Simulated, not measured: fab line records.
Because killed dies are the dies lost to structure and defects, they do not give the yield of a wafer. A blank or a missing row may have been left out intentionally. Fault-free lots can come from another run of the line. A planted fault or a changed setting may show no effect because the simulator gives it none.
2 desks, one fault || flow gf180mcu || each desk has only its own numbers; what lay behind them comes last

AT THE TOOL OWNER'S DESK: implanter-01
For each lot that ran on this tool, the mean over its sampled wafers that have a number, from the tool's own readings at GF_VT_IMPLANT_IMPLANT_30. If a lot's mean is further than 4 standard deviations from the usual mean, the lot is out of limits and carries the mark OUT (the distance appears in the brackets).
Columns: A = beam-energy-keV at GF_VT_IMPLANT_IMPLANT_30, usual 25.000; B = dose-ions-cm2 at GF_VT_IMPLANT_IMPLANT_30, usual 2.5342e+12
{"lot": "L370", "first seen here": "day 8 20:04", "A": "28.253 (+99 or more) OUT", "B": 2.5329e+12}
{"lot": "L372", "first seen here": "day 9 07:59", "A": "28.250 (+99 or more) OUT", "B": 2.5350e+12}
{"lot": "L374", "first seen here": "day 9 21:11", "A": "28.254 (+99 or more) OUT", "B": 2.5351e+12}
{"lot": "L382", "first seen here": "day 11 23:56", "A": 24.993, "B": 2.5318e+12}
{"lot": "L386", "first seen here": "day 13 05:14", "A": 24.999, "B": 2.5330e+12}
This desk finds L370, L372, L374 out of limits, L370 being first, at day 8 20:04 (beam-energy-keV at GF_VT_IMPLANT_IMPLANT_30). Within limits: L382, L386.

METROLOGY DESK
Means of the sampled wafers that have a number, per lot and without regard to the tool the lot ran on: this is what the gauges read. If a lot's mean is further than 4 standard deviations from the usual mean, the lot is out of limits and carries the mark OUT (the distance appears in the brackets).
Columns: A = VT_IMPLANT_01_OVL at GF_VT_IMPLANT_OVL_MEAS_18, usual 2.0 nm; B = VT_IMPLANT_2_TW at GF_VT_IMPLANT_TW_MEAS_21, usual 1214; C = VT_IMPLANT_02_OVL at GF_VT_IMPLANT_OVL_MEAS_29, usual 1.1 nm
{"lot": "L365", "first seen here": "day 6 18:23", "A": 1.6, "B": 1232, "C": -0.6}
{"lot": "L370", "first seen here": "day 8 02:58", "A": 2.5, "B": 1234, "C": 1.8}
{"lot": "L372", "first seen here": "day 8 14:20", "A": 1.1, "B": 1225, "C": 0.9}
{"lot": "L374", "first seen here": "day 9 03:02", "A": 1.6, "B": 1231, "C": 3.9}
{"lot": "L382", "first seen here": "day 11 05:04", "A": 1.4, "B": 1194, "C": 0.2}
{"lot": "L384", "first seen here": "day 11 20:14", "A": 1.8, "B": 1226, "C": 1.3}
{"lot": "L386", "first seen here": "day 12 09:05", "A": 2.8, "B": 1228, "C": 1.3}
Result from this desk: across the 7 lots, nothing is out of limits.

PUT TOGETHER
At day 8 20:04, on L370, L372, L374, the tool owner's desk was in a position to raise an alarm.
Nothing out of limits was seen by the metrology desk.
The metrology desk has L370, L372, L374 on record, within its limits.
GF_VT_IMPLANT_IMPLANT_30 was run on implanter-01 by each of the lots named.

WHAT WAS PUT IN BY THE SIMULATOR
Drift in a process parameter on implanter-01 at GF_VT_IMPLANT_IMPLANT_30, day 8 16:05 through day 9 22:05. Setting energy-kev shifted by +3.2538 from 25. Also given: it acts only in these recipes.
Shown lots that were struck: L370, L372, L374.
Hours from the fault's start to each desk's first reading out of limits: the tool owner's desk, 4.
